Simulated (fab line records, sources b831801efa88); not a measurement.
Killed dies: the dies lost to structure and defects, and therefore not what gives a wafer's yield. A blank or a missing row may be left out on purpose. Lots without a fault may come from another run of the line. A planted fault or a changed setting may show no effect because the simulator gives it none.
Chamber matching || flow sky130 || SKY_CONTACT_CMP_04 on cmp-01: 4 sister chambers
The step polishes SiO2. 4 wafers are shown with their chamber, then 7 later ones without.

== WAFERS WITH THEIR CHAMBER ==
{"wafer": "L520.2", "chamber": 3, "motor current A (A)": 9.5}
{"wafer": "L528.6", "chamber": 0, "motor current A (A)": 14.4}
{"wafer": "L529.2", "chamber": 2, "motor current A (A)": 11.4}
{"wafer": "L529.3", "chamber": 1, "motor current A (A)": 13.6}

== WAFERS MISSING THEIR CHAMBER ==
{"wafer": "L529.4", "motor current A (A)": 9.5}
{"wafer": "L530.2", "motor current A (A)": 11.4}
{"wafer": "L530.5", "motor current A (A)": 9.6}
{"wafer": "L530.6", "motor current A (A)": 10.5}
{"wafer": "L531.4", "motor current A (A)": 14.3}
{"wafer": "L531.5", "motor current A (A)": 14.8}
{"wafer": "L531.6", "motor current A (A)": 13.3}

== EACH ONE'S CHAMBER ==
{"wafer": "L529.4", "from the rows above": 3, "in truth": 3}
{"wafer": "L530.2", "from the rows above": 2, "in truth": 2}
{"wafer": "L530.5", "from the rows above": 3, "in truth": 3}
{"wafer": "L530.6", "from the rows above": "can't be placed: 2 or 3", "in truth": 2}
{"wafer": "L531.4", "from the rows above": "can't be placed: 0 or 1", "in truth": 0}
{"wafer": "L531.5", "from the rows above": 0, "in truth": 0}
{"wafer": "L531.6", "from the rows above": 1, "in truth": 1}
Correctly placed: 5 of 7. Unplaceable from these rows: 2, with the true chamber sitting among the candidates in 2. Placed wrongly: 0.
How it was worked out, from the rows above alone: a wafer's distance from a chamber is the root of the sum, over the readings, of the square of ((its reading less the chamber's mean) divided by the reading's scatter). If the next closest chamber is less than 2 further off than the closest, the wafer can't be placed; otherwise it belongs to the closest. A chamber's mean is the mean of its shown wafers. The scatter: with one shown wafer a chamber, the root of the mean of the squares of how far each hidden wafer lies from its nearest shown one.
